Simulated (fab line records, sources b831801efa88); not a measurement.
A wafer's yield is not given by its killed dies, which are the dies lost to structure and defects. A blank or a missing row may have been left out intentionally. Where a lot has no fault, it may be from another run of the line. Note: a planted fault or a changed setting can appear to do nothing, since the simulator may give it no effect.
Matching of chambers	flow gf180mcu	cmp-02 running GF_STI_CMP_25: 4 sister chambers
The step polishes, stops on Si3N4, t overpolish 33 s, target thk 524.6 nm. 8 wafers are shown with their chamber, then 8 later ones without.

## WAFERS PAIRED WITH THEIR CHAMBERS
wafer	chamber	motor-current-A (A)	time-to-endpoint-s (s)
L757.5	3	14.8	127
L758.4	0	14.2	123
L759.2	3	15.0	125
L759.5	1	11.6	121
L760.1	2	13.9	120
L760.4	1	11.7	119
L760.5	2	13.2	119
L765.1	0	13.6	120

## WAFERS WHOSE CHAMBER IS MISSING
wafer	motor-current-A (A)	time-to-endpoint-s (s)
L765.2	14.8	122
L765.4	11.2	121
L766.2	14.2	128
L766.3	11.1	122
L766.5	11.4	125
L773.1	11.5	115
L773.5	14.7	127
L773.6	13.9	121

## THE CHAMBER EACH PASSED THROUGH
wafer	from the rows above	in truth
L765.2	can't be placed: 3 or 0 or 2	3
L765.4	1	1
L766.2	can't be placed: 3 or 0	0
L766.3	1	1
L766.5	1	1
L773.1	1	1
L773.5	3	3
L773.6	can't be placed: 0 or 2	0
5 of 8 placed correctly. These rows do not allow placing 3 (true chamber among the candidates in 3). Placed wrongly: 0.
How it was worked out, from the rows above alone: a wafer's distance from a chamber is the root of the sum, over the readings, of the square of ((its reading less the chamber's mean) divided by the reading's scatter). The wafer belongs to the nearest chamber; if the next one is less than 2 further off, it can't be placed. The mean given for a chamber averages the wafers shown for that chamber. The scatter: the root of (the sum of the squares of (reading less its chamber's mean) over the shown wafers, divided by (wafers less chambers)).
